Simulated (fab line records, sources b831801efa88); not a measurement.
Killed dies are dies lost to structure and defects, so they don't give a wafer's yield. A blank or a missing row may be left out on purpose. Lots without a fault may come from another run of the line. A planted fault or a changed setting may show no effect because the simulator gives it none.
fab line records | flow sky130
record lots=6 wafers=18 last_day=50
route steps=708 shown GATE_OXIDE@194 POLY_GATE@204 RES_PROTECT@206 PAD_OPEN@708
lots that met no fault: from a run of the same line without faults
start_h: hours from the record's first day to the start of the lot's first wafer shown | wait_h: hours since the lot's step before | " the same as in the row above | L1.1+2: a row that stands for several wafers | - no value, or no start given | * or withheld: withheld | < > ~ a bound
route shown NAME@n: a module of which the file shows steps, and the number in the route of the first | usual: mean/standard deviation of fault-free wafers | same: alike in all rows | chamber/n: place in a boat | sites: the reading at each site | _std_site: their standard deviation | _edge_site: outer sites' mean less inner sites' | radius_mm: how far each site lies from the wafer's centre | mask NAME#n: copy n | behind: the tool/chamber that last shaped the wafer | hold: why the lot was held/for how many hours/how that ended | device: the transistor (n, p or np) that didn't switch | end of line: the same wafers' tests at the end of the route | a step without rows: its recipe alone | killed: dies lost to structure and defects at the first sort, not the wafer's yield | map: a wafer's dies, x killed, . not, _ none there
set.NAME: the setting as run; set.NAME@STEP: as run at that earlier step | model.NAME: the simulator's own value behind a step, which no gauge read
lots at some steps of the route; a table a step, a row a wafer
services: from which hour (start_h, from the record's first day; less than 0 if before it) a tool's chamber was out of use, for how many hours, and why
## steps
# step SKY_GATE_OXIDE_EXPOSE_07
# recipe mask_id=LVOM na=0.6 source_shape=conventional sigma_outer=0.6 polarization=unpolarized target_cd_nm=600 dose_mj=170
# step SKY_GATE_OXIDE_PEB_08
# recipe temp_c=withheld time_s=* resist=NOVOLAK
# step SKY_GATE_OXIDE_DEVELOP_09
# recipe resist=NOVOLAK developer=TMAH develop_time_s=60 dev_temp_c=23
# step SKY_GATE_OXIDE_OVL_MEAS_10
# usual GATE_OXIDE_OVL=-0.2/1.4
# columns lot.wafer tool chamber start_h wait_h GATE_OXIDE_OVL[nm]
L872.1 overlay-02 - 317.66 0.1 -3.2
L872.2 " - " " -3.5
L872.3 " - " " -2.2
L875.3 overlay-02 - 349.05 0.1 -0.6
L875.4 " - " " -2.0
L875.6 " - " " 0.8
L882.1 overlay-02 - 412.08 0.1 -1.1
L882.4 " - " " -1.0
L882.6 " - " " -0.8
L883.1 overlay-02 - 417.48 0.1 0.5
L883.2 " - " " 1.0
L883.3 " - " " 2.1
L886.3 overlay-02 - 444.64 0.1 3.4
L886.4 " - " " 4.8
L886.6 " - " " 1.4
L892.1 overlay-01 - 494.38 0.1 -2.8
L892.3 " - " " -2.1
L892.5 " - " " -2.4
# step SKY_GATE_OXIDE_IMPLANT_11
# recipe species=B energy_kev=10 dose_cm2=2.6e+12 tilt_deg=withheld
# step SKY_GATE_OXIDE_WET_ETCH_12
# recipe chemistry=dHF target_depth_nm=16.8 dry=n2_spin target=SiO2 dilution=100:1 temp_c=25 time_s=336
# step SKY_GATE_OXIDE_STRIP_13
# recipe chemistry=O2/N2 power_w=1400 pressure_mtorr=1500 platen_temp_c=withheld o2_flow_sccm=3000 n2_flow_sccm=300 overash_fraction=0.5
# usual chamber_pressure_mTorr=1499.8/1.4 drypump_motor_current_A=5.8/0.34 o2_flow_sccm=2998/9.2 oes_product_au=0.717/0.0043 strip_time_to_endpoint_s=14.18/0.04
# same overash_fraction=0.5
# columns lot.wafer tool chamber start_h wait_h chamber_pressure_mTorr drypump_motor_current_A o2_flow_sccm oes_product_au rf_hours_counter_h strip_time_to_endpoint_s
L872.1 plasma_asher-04 0 317.94 0.0 1500.1 5.8 2997 0.716 19 14.20
L872.2 " 1 " " 1497.2 6.2 2999 0.710 19 14.18
L872.3 " 0 " " 1501.0 5.8 2991 0.720 - 14.22
L875.3 plasma_asher-03 1 349.36 0.0 1501.1 5.4 2998 0.704 - 14.19
L875.4 " 0 " " 1498.9 5.7 3010 0.713 - 14.12
L875.6 " 0 " " 1497.5 5.7 2988 0.720 - 14.16
L882.1 plasma_asher-04 0 412.37 0.0 1500.8 5.8 2997 0.718 28 14.16
L882.4 " 0 " " 1501.0 5.8 2996 0.719 - 14.19
L882.6 " 0 " " 1498.0 5.8 3009 0.718 - 14.19
L883.1 plasma_asher-04 0 417.78 0.0 1497.6 5.8 2993 0.715 29 14.17
L883.2 " 1 " " 1498.6 6.3 3009 0.713 29 14.12
L883.3 " 0 " " 1500.5 5.8 2998 0.716 - 14.19
L886.3 plasma_asher-04 1 444.98 0.0 1497.0 6.2 3002 0.717 - 14.28
L886.4 " 0 " " 1499.4 5.8 3013 0.710 - 14.26
L886.6 " 1 " " 1499.4 6.2 3016 0.713 - 14.26
L892.1 plasma_asher-04 1 494.67 0.0 1499.6 6.2 2995 0.720 37 14.24
L892.3 " 0 " " 1500.0 5.8 2990 0.718 - 14.25
L892.5 " 0 " " 1501.2 5.8 3006 0.713 - 14.24
# step SKY_GATE_OXIDE_TW_MEAS_14
# usual GATE_OXIDE_TW=223.8/1.9
# columns lot.wafer tool chamber start_h wait_h GATE_OXIDE_TW
L872.1 film_metro-01 - 318.04 0.1 226.1
L872.2 " - " " 226.8
L872.3 " - " " 226.6
L875.3 film_metro-02 - 349.45 0.1 224.7
L875.4 " - " " 224.5
L875.6 " - " " 224.0
L882.1 film_metro-02 - 412.47 0.1 223.5
L882.4 " - " " 224.0
L882.6 " - " " 223.4
L883.1 film_metro-03 - 417.88 0.1 220.6
L883.2 " - " " 220.5
L883.3 " - " " 221.6
L886.3 film_metro-02 - 445.07 0.1 224.3
L886.4 " - " " 224.5
L886.6 " - " " 223.4
L892.1 film_metro-02 - 494.77 0.1 223.5
L892.3 " - " " 221.1
L892.5 " - " " 223.1
# step SKY_GATE_OXIDE_CLEAN_15
# recipe chemistry=SC1/SC2 mix=1:4:20 temp_c=70 time_s=150 dry=n2_spin
# step SKY_GATE_OXIDE_OXIDATION_16
# recipe temp_c=800 ambient=O2 idle_temp_c=700 ramp_up_c_per_min=10 ramp_down_c_per_min=3 stabilise_s=600 purge_s=300 target_thk_a=35.7 ox_time_s=1915
# step SKY_POLY_GATE_CVD_00
# recipe material=poly-Si target_thk_nm=180 temp_c=620 time_s=720 pressure_mtorr=200
# step SKY_POLY_GATE_THK_MEAS_01
# recipe reads=poly-Si_of_POLY_GATE_CVD_00
# usual POLY_GATE_CVD_00_THK=179.9/1.5
# columns lot.wafer tool chamber start_h wait_h POLY_GATE_CVD_00_THK[nm]
L872.1 film_metro-02 - 322.77 0.0 182.3
L872.2 " - " " 180.3
L872.3 " - " " 181.8
L875.3 film_metro-04 - 352.46 0.0 182.9
L875.4 " - " " 183.7
L875.6 " - " " 183.6
L882.1 film_metro-04 - 417.15 0.0 180.5
L882.4 " - " " 179.7
L882.6 " - " " 179.9
L883.1 film_metro-01 - 420.72 0.0 178.6
L883.2 " - " " 179.0
L883.3 " - " " 179.7
L886.3 film_metro-02 - 450.84 0.0 178.8
L886.4 " - " " 179.2
L886.6 " - " " 178.7
L892.1 film_metro-02 - 498.54 0.0 180.4
L892.3 " - " " 178.5
L892.5 " - " " 181.1
# step SKY_RES_PROTECT_DEHYDRATE_00
# recipe temp_c=200 time_s=60
# usual heater_power_total_W=160.39/0.12 plate_temp_C=200.00/0.16
# columns lot.wafer tool chamber start_h wait_h heater_power_total_W plate_temp_C
L872.1 litho_track-04 0 335.89 13.1 160.32 199.60
L872.2 " 0 " " 160.17 199.93
L872.3 " 0 " " 160.25 199.98
L875.3 litho_track-02 0 365.27 12.8 160.32 199.97
L875.4 " 0 " " 160.59 200.19
L875.6 " 0 " " 160.41 199.83
L882.1 litho_track-02 0 432.07 14.9 158.82 198.62
L882.4 " 0 " " 159.01 198.63
L882.6 " 0 " " 159.12 198.56
L883.1 litho_track-02 0 435.32 14.6 159.03 198.64
L883.2 " 0 " " 158.99 198.58
L883.3 " 0 " " 158.99 198.73
L886.3 litho_track-04 0 465.24 14.4 160.33 200.17
L886.4 " 0 " " 160.48 200.00
L886.6 " 0 " " 160.31 200.09
L892.1 litho_track-04 0 512.59 14.0 160.32 200.15
L892.3 " 0 " " 160.28 200.09
L892.5 " 0 " " 160.40 200.06
# step SKY_RES_PROTECT_HMDS_01
# recipe prime_time_s=60 prime_temp_c=120
# step SKY_PAD_OPEN_PROBE_99
# usual killed_at_M0_to_M3=45/6.9 killed_at_M4_up=3.0/1.7 killed_at_contacts=25/5.6 killed_at_front_end=15/4.2 killed_at_other=0.3/0.55 killed_dies=89/9.6 killed_open=49/7.2 killed_short=39/6.5
# same gross_dies=492 killed_at_back_side=0
# columns lot.wafer tool chamber start_h wait_h killed_at_M0_to_M3 killed_at_M4_up killed_at_contacts killed_at_front_end killed_at_other killed_dies killed_open killed_short
L875.3 prober-01 - 1105.56 0.2 41 5 23 16 0 85 40 45
L875.4 prober-01 - 1105.61 0.2 35 4 25 11 0 75 44 31
L875.6 prober-01 - 1105.71 0.2 43 1 21 10 0 75 48 27
L882.1 prober-01 - 1148.38 0.1 40 5 24 15 0 84 48 36
L882.4 prober-01 - 1148.53 0.2 31 5 34 15 0 85 57 28
L882.6 prober-01 - 1148.63 0.2 32 4 29 19 0 84 55 29
L883.1 prober-02 - 1150.21 0.1 41 3 17 12 0 73 41 31
L883.2 prober-02 - 1150.26 0.1 49 1 20 18 1 89 49 39
L883.3 prober-02 - 1150.31 0.2 48 2 31 18 1 100 60 37
L886.3 prober-01 - 1165.99 0.2 28 1 21 11 0 61 30 31
L886.4 prober-01 - 1166.04 0.2 54 6 27 14 0 101 56 45
L886.6 prober-01 - 1166.14 0.2 47 0 19 11 0 77 42 35
L892.1 prober-01 - 1193.68 0.1 42 3 32 19 0 96 51 45
L892.3 prober-01 - 1193.78 0.2 45 2 19 22 0 88 53 35
L892.5 prober-01 - 1193.88 0.2 47 8 24 19 0 98 55 43
# killed by level:class
L875.3 VIA2:geometric_particle:open=9 METAL1:geometric_particle:short=8 CONTACT:geometric_particle:open=7 LI_CONTACT:geometric_particle:short=5 METAL2:geometric_particle:short=5 LI_CONTACT:geometric_particle:open=4 CONTACT:geometric_particle:short=4 VIA1:geometric_particle:open=4
L875.4 CONTACT:geometric_particle:open=10 VIA3:geometric_particle:open=8 VIA2:geometric_particle:open=7 VIA1:geometric_particle:open=5 LOCAL_INTERCONNECT:geometric_particle:short=4 FIELD_ISO:geometric_particle:short=4 LI_CONTACT:geometric_particle:open=4 CONTACT:geometric_particle:short=4
L875.6 VIA1:geometric_particle:open=14 LI_CONTACT:geometric_particle:open=8 VIA2:geometric_particle:open=6 VIA3:geometric_particle:open=6 CONTACT:geometric_particle:open=5 METAL1:geometric_particle:short=4 FIELD_ISO:geometric_particle:short=4 VIA1:geometric_particle:short=3
L882.1 VIA1:geometric_particle:open=10 CONTACT:geometric_particle:open=9 VIA3:geometric_particle:open=7 LOCAL_INTERCONNECT:geometric_particle:short=6 METAL2:geometric_particle:short=5 FIELD_ISO:geometric_particle:short=4 FIELD_ISO:geometric_particle:open=4 METAL1:geometric_particle:open=4
L882.4 LI_CONTACT:geometric_particle:open=17 CONTACT:geometric_particle:open=8 VIA2:geometric_particle:open=6 VIA3:geometric_particle:open=6 POLY_GATE:geometric_particle:open=5 CONTACT:geometric_particle:short=5 VIA1:geometric_particle:open=5 METAL4:geometric_particle:short=5
L882.6 CONTACT:geometric_particle:open=13 VIA1:geometric_particle:open=8 LI_CONTACT:geometric_particle:open=7 FIELD_ISO:geometric_particle:open=5 POLY_GATE:geometric_particle:open=5 VIA3:geometric_particle:open=5 VIA2:geometric_particle:open=5 POLY_GATE:geometric_particle:short=4
L883.1 CONTACT:geometric_particle:open=8 VIA3:geometric_particle:open=8 METAL2:geometric_particle:short=7 VIA1:geometric_particle:open=6 VIA1:geometric_particle:short=4 METAL2:geometric_particle:open=4 VIA2:geometric_particle:open=4 FIELD_ISO:geometric_particle:short=3
L883.2 VIA1:geometric_particle:open=11 VIA3:geometric_particle:open=9 CONTACT:geometric_particle:open=8 METAL1:geometric_particle:short=7 LI_CONTACT:geometric_particle:open=5 METAL2:geometric_particle:short=5 VIA2:geometric_particle:open=5 FIELD_ISO:geometric_particle:short=4
L883.3 LI_CONTACT:geometric_particle:open=14 VIA1:geometric_particle:short=8 CONTACT:geometric_particle:open=8 VIA1:geometric_particle:open=8 METAL3:geometric_particle:short=7 VIA2:geometric_particle:open=6 VIA3:geometric_particle:open=6 CONTACT:geometric_particle:short=5
L886.3 CONTACT:geometric_particle:open=11 METAL1:geometric_particle:short=5 CONTACT:geometric_particle:short=4 VIA1:geometric_particle:short=4 VIA1:geometric_particle:open=4 POLY_GATE:geometric_particle:short=3 VIA2:geometric_particle:open=3 METAL3:geometric_particle:short=3
L886.4 VIA1:geometric_particle:open=15 LI_CONTACT:geometric_particle:open=8 CONTACT:geometric_particle:open=8 VIA3:geometric_particle:short=7 VIA3:geometric_particle:open=6 METAL2:geometric_particle:short=6 CONTACT:geometric_particle:short=5 VIA2:geometric_particle:open=5
L886.6 VIA1:geometric_particle:open=8 METAL1:geometric_particle:short=6 VIA3:geometric_particle:open=6 METAL2:geometric_particle:short=6 VIA2:geometric_particle:open=6 LI_CONTACT:geometric_particle:open=5 LOCAL_INTERCONNECT:geometric_particle:short=4 CONTACT:geometric_particle:short=4
L892.1 CONTACT:geometric_particle:open=13 VIA1:geometric_particle:open=9 VIA3:geometric_particle:open=9 VIA1:geometric_particle:short=8 CONTACT:geometric_particle:short=7 FIELD_ISO:geometric_particle:short=6 LI_CONTACT:geometric_particle:open=6 VIA2:geometric_particle:open=6
L892.3 VIA1:geometric_particle:open=19 VIA3:geometric_particle:open=8 FIELD_ISO:geometric_particle:open=7 CONTACT:geometric_particle:short=6 LI_CONTACT:geometric_particle:open=6 VIA2:geometric_particle:open=6 POLY_GATE:geometric_particle:short=5 POLY_GATE:geometric_particle:open=5
L892.5 VIA3:geometric_particle:open=11 CONTACT:geometric_particle:open=10 VIA1:geometric_particle:open=8 LI_CONTACT:geometric_particle:open=7 METAL1:geometric_particle:short=7 METAL4:geometric_particle:short=6 VIA2:geometric_particle:open=5 FIELD_ISO:geometric_particle:short=4
## services
# columns tool chamber start_h hours kind
plasma_asher-03 - 468.31 28.1 pm
plasma_asher-03 - 510.57 2.8 pm
## key
first_sign step=SKY_RES_PROTECT_DEHYDRATE_00 reading=heater_power_total_W direction=down sigmas=12 usual=* struck=*
effect step=SKY_RES_PROTECT_DEHYDRATE_00 reading=plate_temp_C direction=down sigmas=8.7 usual=* struck=*
met_at SKY_RES_PROTECT_DEHYDRATE_00
struck_wafers L882.1,L882.4,L882.6,L883.1,L883.2,L883.3
tester_left_out L882,L883
onset_between 365.27 432.07
fault kind=process_parameter_drift tool=litho_track-02 chamber=- onset_h=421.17 steps=SKY_RES_PROTECT_DEHYDRATE_00 channel=temp_c offset=* shape=step end_h=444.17 acts_in=* stated=*
# tester_left_out: of these lots the tester's yield and bins aren't shown, on N5 and GAA mostly nor the transistor test; their killed dies are dies lost to structure and defects alone, not to doping, threshold or leakage, so they don't give the yield
